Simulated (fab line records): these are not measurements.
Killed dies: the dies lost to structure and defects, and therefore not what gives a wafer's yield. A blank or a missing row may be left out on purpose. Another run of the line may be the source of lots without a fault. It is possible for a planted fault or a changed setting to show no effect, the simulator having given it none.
Which tool was responsible? -- flow sky130 -- Sampling: 11 lots, 30 wafers, 7 of 708 route steps

== WHAT THE GAUGES READ, wafer by wafer ==
SKY_LOCAL_INTERCONNECT_CD_MEAS_11: the cd target is 170 nm. Usual: cd-nm at 169.7 nm, with a standard deviation of 1.9.
lot,measured,on,cd-nm (nm),flag
L349,day 30 06:51,cd-sem-01,169.6 169.5 168.5,
L350,day 30 15:10,cd-sem-01,166.4 167.3 168.7,
L358,day 33 04:30,cd-sem-01,169.6 168.4,
L359,day 33 15:42,cd-sem-01,169.9 168.6,
L360,day 34 00:05,cd-sem-01,168.2 167.7,
L362,day 34 14:16,cd-sem-02,171.5 170.4 169.6,
L364,day 35 01:50,cd-sem-01,167.1 167.7 167.2,
L365,day 35 14:11,cd-sem-02,172.5 172.3 170.2,
L367,day 36 04:28,cd-sem-02,169.5 170.8 169.8,
L369,day 36 15:38,cd-sem-02,172.4 170.9 171.3,
L372,day 37 08:25,cd-sem-02,168.7 168.3 166.6,

SKY_METAL1_OVL_MEAS_16. Usual: METAL1_OVL gives -1 nm (standard deviation 5.3).
lot,measured,on,METAL1_OVL (nm),flag
L349,day 32 16:43,overlay-01,-1 3 -5,
L350,day 33 01:48,overlay-01,12 1 11,
L358,day 35 12:22,overlay-02,1 4,
L359,day 35 23:04,overlay-02,-6 -1,
L360,day 36 08:58,overlay-02,9 6,
L362,day 36 22:45,overlay-02,-3 -4 0,
L364,day 37 10:31,overlay-01,-5 -4 0,
L365,day 37 21:25,overlay-02,3 -7 3,
L367,day 38 10:36,overlay-01,-4 1 4,
L369,day 38 21:46,overlay-01,-7 -5 1,
L372,day 39 13:39,overlay-01,0 -1 -7,

SKY_METAL2_RS_MEAS_05: measures by four-point-probe. Usual: METAL2_ALCU_RS gives 0.1272 ohm/sq (standard deviation 0.0011).
lot,measured,on,METAL2_ALCU_RS (ohm/sq),flag
L349,day 33 23:10,film-metro-01,0.1271 0.1273 0.1279,
L350,day 34 07:21,film-metro-03,0.1279 0.1274 0.1278,
L358,day 36 17:34,film-metro-03,0.1550 0.1272,OFF
L359,day 37 04:56,film-metro-01,0.1571 0.1284,OFF
L360,day 37 14:04,film-metro-02,0.1537 0.1267,OFF
L362,day 38 03:10,film-metro-03,0.1297 0.1293 0.1294,
L364,day 38 15:02,film-metro-01,0.1275 0.1263 0.1268,
L365,day 39 01:29,film-metro-03,0.1272 0.1282 0.1284,
L367,day 39 13:44,film-metro-03,0.1262 0.1267 0.1265,
L369,day 40 01:46,film-metro-02,0.1268 0.1275 0.1262,
L372,day 40 16:57,film-metro-01,0.1287 0.1271 0.1276,

SKY_METAL2_THK_MEAS_06: measures by xrf. Usual: METAL2_ALCU_THK gives 250.9 nm (standard deviation 2.2).
lot,measured,on,METAL2_ALCU_THK (nm),flag
L349,day 33 23:17,film-metro-01,251.8 251.4 250.6,
L350,day 34 07:28,film-metro-03,254.3 253.2 250.2,
L358,day 36 17:41,film-metro-03,206.8 248.8,OFF
L359,day 37 05:04,film-metro-01,206.3 248.6,OFF
L360,day 37 14:11,film-metro-02,207.1 248.9,OFF
L362,day 38 03:16,film-metro-03,246.4 246.4 247.0,
L364,day 38 15:10,film-metro-01,251.8 253.7 253.0,
L365,day 39 01:35,film-metro-03,249.8 248.5 248.1,
L367,day 39 13:51,film-metro-03,252.5 255.0 251.0,
L369,day 40 01:53,film-metro-02,250.6 248.0 250.1,
L372,day 40 17:04,film-metro-01,249.5 253.7 250.9,

SKY_VIA2_THK_MEAS_01. Usual: VIA2_HDPCVD_THK gives 1182 nm (standard deviation 11).
lot,measured,on,VIA2_HDPCVD_THK (nm),flag
L349,day 35 02:20,film-metro-01,1187 1178 1188,
L350,day 35 10:19,film-metro-02,1202 1199 1200,
L358,day 37 20:34,film-metro-02,1186 1187,
L359,day 38 07:37,film-metro-02,1182 1183,
L360,day 38 16:05,film-metro-04,1190 1191,
L362,day 39 05:46,film-metro-04,1182 1174 1174,
L364,day 39 16:47,film-metro-04,1190 1185 1181,
L365,day 40 03:10,film-metro-02,1168 1170 1169,
L367,day 40 15:25,film-metro-01,1177 1182 1194,
L369,day 41 03:19,film-metro-04,1192 1194 1192,
L372,day 41 16:45,film-metro-01,1209 1200 1197,

== TOOL THAT RAN EACH LOT (tool first, then ch and the chambers of the sampled wafers, then the start) ==
lot,SKY_METAL2_SPUTTER_02,SKY_METAL2_METAL_ETCH_19
L349,"pvd-sputter-02, day 33 23:05","rie-metal-01 ch 1, day 35 01:00"
L350,"pvd-sputter-01, day 34 07:14","rie-metal-01 ch 1, day 35 09:25"
L358,"pvd-sputter-01, day 36 17:28","rie-metal-02 ch 0, day 37 19:41"
L359,"pvd-sputter-01, day 37 04:51","rie-metal-03 ch 0,1, day 38 06:44"
L360,"pvd-sputter-01, day 37 13:59","rie-metal-02 ch 0,1, day 38 15:16"
L362,"pvd-sputter-04, day 38 03:03","rie-metal-02 ch 0,1, day 39 04:56"
L364,"pvd-sputter-04, day 38 14:56","rie-metal-01 ch 0,1, day 39 15:54"
L365,"pvd-sputter-02, day 39 01:21","rie-metal-01 ch 0,1, day 40 02:22"
L367,"pvd-sputter-04, day 39 13:38","rie-metal-03 ch 0,1, day 40 14:16"
L369,"pvd-sputter-04, day 40 01:40","rie-metal-02 ch 0,1, day 41 02:29"
L372,"pvd-sputter-01, day 40 16:51","rie-metal-01 ch 0,1, day 41 15:56"
- SKY_METAL2_SPUTTER_02: material AlCu, target thk 250 nm, time 13.3 s.
- SKY_METAL2_METAL_ETCH_19: etches the open film in Cl2/BCl3, stops on SiO2, target depth 360 nm, time 78 s.

== WHAT THE TOOLS THEMSELVES READ (means of the sampled wafers that have a number; where no wafer has one, the mark that the record gives instead) ==
SKY_METAL2_SPUTTER_02. Usual: cathode-dc-power-W 10600 W, standard deviation 2.1; throttle-valve-pct 29.9 %, standard deviation 1.1.
lot,tool,cathode-dc-power-W (W),throttle-valve-pct (%),flag
L349,pvd-sputter-02,10602,30.0,
L350,pvd-sputter-01,10600,29.3,
L358,pvd-sputter-01,10600,29.1,
L359,pvd-sputter-01,10598,29.4,
L360,pvd-sputter-01,10598,29.6,
L362,pvd-sputter-04,10603,30.3,
L364,pvd-sputter-04,10599,30.0,
L365,pvd-sputter-02,10600,30.6,
L367,pvd-sputter-04,10601,28.5,
L369,pvd-sputter-04,10598,30.4,
L372,pvd-sputter-01,10601,29.5,

SKY_METAL2_METAL_ETCH_19. Usual: drypump-motor-current-A 5.6 A, standard deviation 0.39; oes-product-au 0.852 a.u., standard deviation 0.0057; throttle-valve-pct 22.264 %, standard deviation 0.0095.
lot,tool,drypump-motor-current-A (A),oes-product-au (a.u.),throttle-valve-pct (%),flag
L349,rie-metal-01,5.7,0.855,22.266,
L350,rie-metal-01,5.8,0.849,22.267,
L358,rie-metal-02,5.8,0.837,22.253,
L359,rie-metal-03,6.0,0.832,22.255,OFF
L360,rie-metal-02,5.5,0.833,22.282,OFF
L362,rie-metal-02,5.4,0.848,22.268,
L364,rie-metal-01,5.4,0.857,22.263,
L365,rie-metal-01,5.4,0.852,22.257,
L367,rie-metal-03,6.0,0.853,22.268,
L369,rie-metal-02,5.6,0.847,22.269,
L372,rie-metal-01,5.4,0.850,22.268,

== THE ANSWER, worked out from the rows above alone ==
Rule: a lot is off if the mean of its wafers that have a number lies more than 3 standard deviations from the usual mean. A lot without any number at a reading at which 4 lots or more have one is off too. Any other lot the step has rows for is counted as sound. The gauges are gone through in route order, then the tools' own readings, and for those a lot's mean is taken as printed above. The first step at which some lot is off is used, and at that step the reading that is off furthest; a lot without a number counts as furthest.
Off: at SKY_METAL2_RS_MEAS_05 (METAL2_ALCU_RS), L358, L359, L360.
If a tool, at a process step before that reading, ran all the lots that are off and no sound lot after the first of them, it fits. Those tools and the gauges at SKY_METAL2_RS_MEAS_05 are tried in the same way. None of those tried fits.

== WHAT THE SIMULATOR HAD INSERTED ==
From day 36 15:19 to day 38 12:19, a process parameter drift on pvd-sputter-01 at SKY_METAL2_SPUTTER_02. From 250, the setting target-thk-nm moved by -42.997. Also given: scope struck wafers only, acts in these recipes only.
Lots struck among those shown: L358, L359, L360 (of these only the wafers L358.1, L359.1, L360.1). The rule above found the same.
